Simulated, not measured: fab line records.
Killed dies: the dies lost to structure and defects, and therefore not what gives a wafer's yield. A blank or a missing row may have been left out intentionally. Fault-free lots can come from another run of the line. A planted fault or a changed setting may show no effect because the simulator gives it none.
What tool caused it? | flow sky130 | 24 lots, 72 wafers sampled, at 6 steps of a route of 708

WHAT THE GAUGES SHOWED, per wafer
SKY_VT_ADJUST_LVTN_TW_MEAS_10.
lot  | measured     | on            | VT_ADJUST_LVTN_TW
L074 | day 7 04:13  | film metro-02 | 237.4 237.7 236.6
L075 | day 7 07:10  | film metro-02 | 237.4 237.5 238.2
L076 | day 7 17:13  | film metro-01 | 240.2 241.0 241.0
L077 | day 7 23:58  | film metro-03 | 242.1 242.8 239.2
L078 | day 8 05:02  | film metro-02 | 235.3 237.0 237.5
L079 | day 8 11:13  | film metro-01 | 238.8 237.7 238.4
L080 | day 8 17:05  | film metro-03 | 239.1 239.5 239.4
L081 | day 8 22:49  | film metro-03 | 240.6 238.9 238.6
L082 | day 9 05:22  | film metro-03 | 241.0 240.8 240.8
L083 | day 9 11:58  | film metro-03 | 240.4 239.5 240.9
L084 | day 9 18:13  | film metro-01 | 239.2 239.1 239.1
L085 | day 10 05:36 | film metro-03 | 241.0 241.2 240.4
L086 | day 10 07:45 | film metro-03 | 240.7 241.9 241.1
L087 | day 10 12:40 | film metro-01 | 241.0 240.3 240.2
L088 | day 10 23:13 | film metro-01 | 240.8 239.3 240.0
L089 | day 11 05:14 | film metro-03 | 240.8 241.1 243.1
L090 | day 11 12:42 | film metro-02 | 238.1 237.7 239.3
L091 | day 11 21:45 | film metro-01 | 240.8 240.0 238.8
L092 | day 12 05:22 | film metro-01 | 241.6 243.1 242.2
L093 | day 12 07:34 | film metro-03 | 241.3 240.3 239.5
L094 | day 12 15:25 | film metro-03 | 239.7 239.5 240.8
L095 | day 12 22:04 | film metro-03 | 239.9 240.9 240.3
L096 | day 13 08:07 | film metro-01 | 238.8 238.8 239.4
L097 | day 13 17:35 | film metro-03 | 240.3 238.9 238.7

SKY_GATE_OXIDE_OVL_MEAS_10.
lot  | measured     | on         | GATE_OXIDE_OVL (nm)
L074 | day 14 13:25 | overlay-01 | 1.5 0.6 2.4
L075 | day 14 17:33 | overlay-01 | 2.8 1.9 -0.5
L076 | day 15 05:20 | overlay-02 | 1.8 1.4 0.6
L077 | day 15 15:34 | overlay-02 | -2.3 0.9 -1.5
L078 | day 15 22:18 | overlay-01 | 0.2 2.5 1.2
L079 | day 16 07:34 | overlay-01 | -1.7 -0.8 -2.9
L080 | day 16 11:47 | overlay-02 | -2.1 -2.5 -3.1
L081 | day 16 22:22 | overlay-01 | -1.8 -0.3 -0.4
L082 | day 17 08:59 | overlay-01 | -1.7 -1.8 -0.9
L083 | day 17 14:22 | overlay-01 | -1.3 -0.3 -0.4
L084 | day 17 20:43 | overlay-01 | 3.2 0.7 0.6
L085 | day 18 10:44 | overlay-02 | -1.4 -1.2 -2.1
L086 | day 18 11:23 | overlay-01 | -0.5 1.2 1.6
L087 | day 18 22:10 | overlay-01 | -2.5 -2.0 0.2
L088 | day 19 09:59 | overlay-01 | -2.0 1.2 -1.1
L089 | day 19 17:08 | overlay-01 | 1.6 0.8 0.1
L090 | day 20 02:17 | overlay-01 | 0.3 -0.4 0.0
L091 | day 20 13:44 | overlay-02 | -1.6 -0.6 0.9
L092 | day 20 23:59 | overlay-02 | -0.7 -0.1 -1.2
L093 | day 21 02:20 | overlay-01 | 0.0 -0.1 0.6
L094 | day 21 09:26 | overlay-01 | 0.0 1.9 -0.5
L095 | day 21 17:19 | overlay-02 | -0.3 0.5 -0.1
L096 | day 22 05:47 | overlay-01 | 2.2 4.0 0.6
L097 | day 22 14:41 | overlay-02 | 0.6 -0.8 -1.1

SKY_LDD_P_CD_MEAS_07: the cd target is 380 nm.
lot  | measured     | on        | cd nm (nm)
L074 | day 19 20:38 | cd sem-02 | 380.7 378.6 380.1
L075 | day 20 01:12 | cd sem-02 | 379.0 380.3 379.6
L076 | day 20 15:42 | cd sem-02 | 378.5 379.4 378.2
L077 | day 21 01:07 | cd sem-01 | 374.6 378.2 381.6
L078 | day 21 07:44 | cd sem-02 | 377.2 378.7 375.2
L079 | day 21 17:37 | cd sem-02 | 382.2 382.9 383.9
L080 | day 22 02:26 | cd sem-02 | 379.4 378.1 378.5
L081 | day 22 13:10 | cd sem-01 | 379.8 378.6 380.4
L082 | day 22 23:19 | cd sem-02 | 380.2 378.9 381.5
L083 | day 23 02:26 | cd sem-02 | 378.3 376.8 379.3
L084 | day 23 10:50 | cd sem-01 | 382.1 383.0 381.0
L085 | day 23 23:14 | cd sem-02 | 380.3 382.0 381.2
L086 | day 23 23:46 | cd sem-01 | 376.7 373.7 376.7
L087 | day 24 19:55 | cd sem-02 | 376.8 377.2 379.8
L088 | day 24 22:47 | cd sem-01 | 384.9 386.4 382.8
L089 | day 25 03:28 | cd sem-01 | 377.3 377.0 377.8
L090 | day 25 11:07 | cd sem-01 | 379.1 378.2 381.4
L091 | day 25 22:46 | cd sem-01 | 377.0 376.6 377.8
L092 | day 26 11:07 | cd sem-02 | 380.6 381.3 379.6
L093 | day 26 13:22 | cd sem-02 | 377.7 381.6 379.3
L094 | day 26 17:19 | cd sem-01 | 374.4 375.8 376.0
L095 | day 27 00:10 | cd sem-02 | 378.9 375.2 376.8
L096 | day 27 13:49 | cd sem-02 | 381.0 381.1 381.7
L097 | day 27 23:05 | cd sem-01 | 383.1 380.9 379.5

SKY_LDD_P_TW_MEAS_11.
lot  | measured     | on            | LDD_P_TW
L074 | day 19 21:01 | film metro-04 | 635 640 640
L075 | day 20 01:35 | film metro-03 | 630 635 632
L076 | day 20 16:05 | film metro-03 | 634 632 631
L077 | day 21 01:30 | film metro-04 | 637 635 637
L078 | day 21 08:07 | film metro-04 | 635 639 636
L079 | day 21 18:01 | film metro-02 | 630 626 628
L080 | day 22 02:48 | film metro-04 | 639 636 640
L081 | day 22 13:34 | film metro-03 | 634 635 630
L082 | day 22 23:41 | film metro-04 | 643 641 638
L083 | day 23 02:50 | film metro-02 | 627 628 626
L084 | day 23 11:14 | film metro-03 | 634 631 631
L085 | day 23 23:38 | film metro-03 | 631 628 634
L086 | day 24 00:11 | film metro-02 | 628 629 625
L087 | day 24 20:18 | film metro-03 | 633 633 635
L088 | day 24 23:11 | film metro-02 | 624 629 627
L089 | day 25 03:51 | film metro-02 | 623 625 623
L090 | day 25 11:31 | film metro-04 | 636 642 638
L091 | day 25 23:10 | film metro-04 | 641 634 640
L092 | day 26 11:29 | film metro-02 | 629 630 626
L093 | day 26 13:45 | film metro-02 | 627 627 628
L094 | day 26 17:43 | film metro-04 | 641 641 638
L095 | day 27 00:34 | film metro-04 | 636 635 635
L096 | day 27 14:13 | film metro-04 | 635 633 637
L097 | day 27 23:29 | film metro-03 | 624 625 621

EACH LOT AND THE TOOL THAT RAN IT (in order: tool; ch and the chambers of the sampled wafers; start)
lot  | SKY_POLY_GATE_ETCH_16              | SKY_POLY_GATE_ETCH_17
L074 | rie diel-01 ch 0,1,2, day 17 04:28 | rie si-02 ch 1,2,3, day 17 04:34
L075 | rie diel-02 ch 1,2,3, day 17 08:33 | rie si-02 ch 1,2,3, day 17 08:39
L076 | rie diel-04 ch 0,1,3, day 17 22:27 | rie si-02 ch 1,2, day 17 22:33
L077 | rie diel-04 ch 1,2,3, day 18 09:19 | rie si-01 ch 0,2,3, day 18 09:25
L078 | rie diel-04 ch 0,2, day 18 14:55   | rie si-01 ch 0,1,3, day 18 15:01
L079 | rie diel-02 ch 0,1, day 19 00:50   | rie si-02 ch 0,1,2, day 19 00:55
L080 | rie diel-02 ch 0,1,3, day 19 09:33 | rie si-02 ch 2,3, day 19 09:39
L081 | rie diel-04 ch 1,2, day 19 20:02   | rie si-02 ch 0,2, day 19 20:07
L082 | rie diel-01 ch 0,2, day 20 06:03   | rie si-01 ch 0,2, day 20 06:09
L083 | rie diel-04 ch 2,3, day 20 10:24   | rie si-01 ch 0,2,3, day 20 10:30
L084 | rie diel-01 ch 0,1, day 20 18:15   | rie si-02 ch 2,3, day 20 18:21
L085 | rie diel-01 ch 1, day 21 06:07     | rie si-01 ch 1,2, day 21 06:16
L086 | rie diel-04 ch 2,3, day 21 07:18   | rie si-02 ch 0,1, day 21 07:24
L087 | rie diel-04 ch 1,2, day 22 05:24   | rie si-01 ch 1,3, day 22 05:30
L088 | rie diel-02 ch 1,2, day 22 07:23   | rie si-02 ch 0,1,2, day 22 07:28
L089 | rie diel-02 ch 1,3, day 22 12:31   | rie si-01 ch 1,2,3, day 22 12:36
L090 | rie diel-01 ch 0,2, day 22 21:01   | rie si-02 ch 0,1,3, day 22 21:06
L091 | rie diel-02 ch 0,3, day 23 07:31   | rie si-01 ch 0,1,3, day 23 07:40
L092 | rie diel-02 ch 0,3, day 23 19:04   | rie si-02 ch 0,1, day 23 19:09
L093 | rie diel-02 ch 0,2, day 23 21:59   | rie si-01 ch 1,2, day 23 22:05
L094 | rie diel-01 ch 1,2,3, day 24 03:51 | rie si-02 ch 1,2,3, day 24 03:56
L095 | rie diel-04 ch 2,3, day 24 11:26   | rie si-01 ch 0,2, day 24 11:31
L096 | rie diel-01 ch 0,2,3, day 25 00:33 | rie si-02 ch 1,2, day 25 00:38
L097 | rie diel-01 ch 1,3, day 25 09:10   | rie si-01 ch 0,1,3, day 25 09:15
- SKY_POLY_GATE_ETCH_16: etches Si3N4 in CH3F/O2, stops on poly-Si, time 147.5 s, target depth 75 nm.
- SKY_POLY_GATE_ETCH_17: etches poly-Si in HBr/Cl2, stops on SiO2, target depth 180 nm, time 70.5 s.

AS READ BY THE TOOLS THEMSELVES (means over the sampled wafers that have a number; for cases with no such wafer, the mark the record gives instead)
SKY_POLY_GATE_ETCH_16.
lot  | tool        | drypump motor current A (A) | oes product au (a.u.) | throttle valve pct (%)
L074 | rie diel-01 | 6.1                         | 0.639                 | 10.526
L075 | rie diel-02 | 5.3                         | 0.644                 | 10.539
L076 | rie diel-04 | 5.9                         | 0.639                 | 10.543
L077 | rie diel-04 | 5.9                         | 0.642                 | 10.541
L078 | rie diel-04 | 5.6                         | 0.642                 | 10.528
L079 | rie diel-02 | 5.3                         | 0.640                 | 10.542
L080 | rie diel-02 | 5.3                         | 0.636                 | 10.538
L081 | rie diel-04 | 5.8                         | 0.636                 | 10.532
L082 | rie diel-01 | 6.4                         | 0.645                 | 10.534
L083 | rie diel-04 | 5.8                         | 0.640                 | 10.533
L084 | rie diel-01 | 5.8                         | 0.642                 | 10.545
L085 | rie diel-01 | 5.9                         | 0.642                 | 10.537
L086 | rie diel-04 | 5.8                         | 0.641                 | 10.537
L087 | rie diel-04 | 6.1                         | 0.636                 | 10.536
L088 | rie diel-02 | 5.4                         | 0.637                 | 10.542
L089 | rie diel-02 | 5.2                         | 0.639                 | 10.534
L090 | rie diel-01 | 6.4                         | 0.642                 | 10.537
L091 | rie diel-02 | 5.4                         | 0.640                 | 10.532
L092 | rie diel-02 | 5.5                         | 0.633                 | 10.536
L093 | rie diel-02 | 5.6                         | 0.640                 | 10.538
L094 | rie diel-01 | 6.1                         | 0.634                 | 10.535
L095 | rie diel-04 | 5.8                         | 0.637                 | 10.537
L096 | rie diel-01 | 6.0                         | 0.640                 | 10.540
L097 | rie diel-01 | 5.8                         | 0.639                 | 10.518

SKY_POLY_GATE_ETCH_17.
lot  | tool      | drypump motor current A (A) | mfc cl2 sccm (sccm) | oes product au (a.u.) | throttle valve pct (%)
L074 | rie si-02 | 5.6                         | 50.15               | 0.993                 | 33.684
L075 | rie si-02 | 5.6                         | 49.96               | 0.992                 | 33.675
L076 | rie si-02 | 5.3                         | 50.23               | 0.996                 | 33.683
L077 | rie si-01 | 6.0                         | 50.07               | 0.990                 | 33.694
L078 | rie si-01 | 5.7                         | 50.16               | 0.994                 | 33.684
L079 | rie si-02 | 5.4                         | 49.91               | 0.995                 | 33.688
L080 | rie si-02 | 6.0                         | 50.00               | 0.985                 | 33.689
L081 | rie si-02 | 5.7                         | 49.92               | 0.993                 | 33.686
L082 | rie si-01 | 5.9                         | 50.07               | 0.984                 | 33.680
L083 | rie si-01 | 6.0                         | 49.93               | 0.996                 | 33.685
L084 | rie si-02 | 6.0                         | 50.00               | 0.992                 | 33.686
L085 | rie si-01 | 5.9                         | 50.14               | 0.993                 | 33.683
L086 | rie si-02 | 5.0                         | 50.03               | 0.996                 | 33.686
L087 | rie si-01 | 5.7                         | 50.01               | 0.983                 | 33.699
L088 | rie si-02 | 5.4                         | 50.01               | 0.989                 | 33.690
L089 | rie si-01 | 6.0                         | 49.81               | 0.983                 | 33.683
L090 | rie si-02 | 5.3                         | 50.07               | 0.989                 | 33.684
L091 | rie si-01 | 5.7                         | 50.13               | 0.986                 | 33.682
L092 | rie si-02 | 5.1                         | 50.19               | 0.978                 | 33.680
L093 | rie si-01 | 5.6                         | 50.05               | 0.989                 | 33.690
L094 | rie si-02 | 5.6                         | 50.12               | 0.993                 | 33.685
L095 | rie si-01 | 5.9                         | 49.91               | 0.998                 | 33.678
L096 | rie si-02 | 5.7                         | 50.07               | 0.987                 | 33.688
L097 | rie si-01 | 5.7                         | 50.07               | 0.992                 | 33.681

THE ANSWER, worked out from the rows above alone
Rule: usual is defined by the lots themselves. Put in order of their means at a reading, lots are off if they are a third of the lots or fewer, leave a main group of 4 or more, and stand apart from it by a gap of 3 or more times the standard deviation of the main group's means; of several such gaps the widest counts. A main group whose means are all the same, to the digits that the tables above print for the reading, isn't used. Also off: a lot with no number at a reading for which 4 or more lots have one. The other lots that the step has rows for count as sound. First the gauges in route order, then the tools' own readings, where a lot's mean is used as printed above. At the first step where some lot is off, the reading lying furthest off is the one used; lots without a number count as furthest.
No lot is off on any of the readings shown, so nothing can be concluded from this.

WHAT THE SIMULATOR HAD PUT IN
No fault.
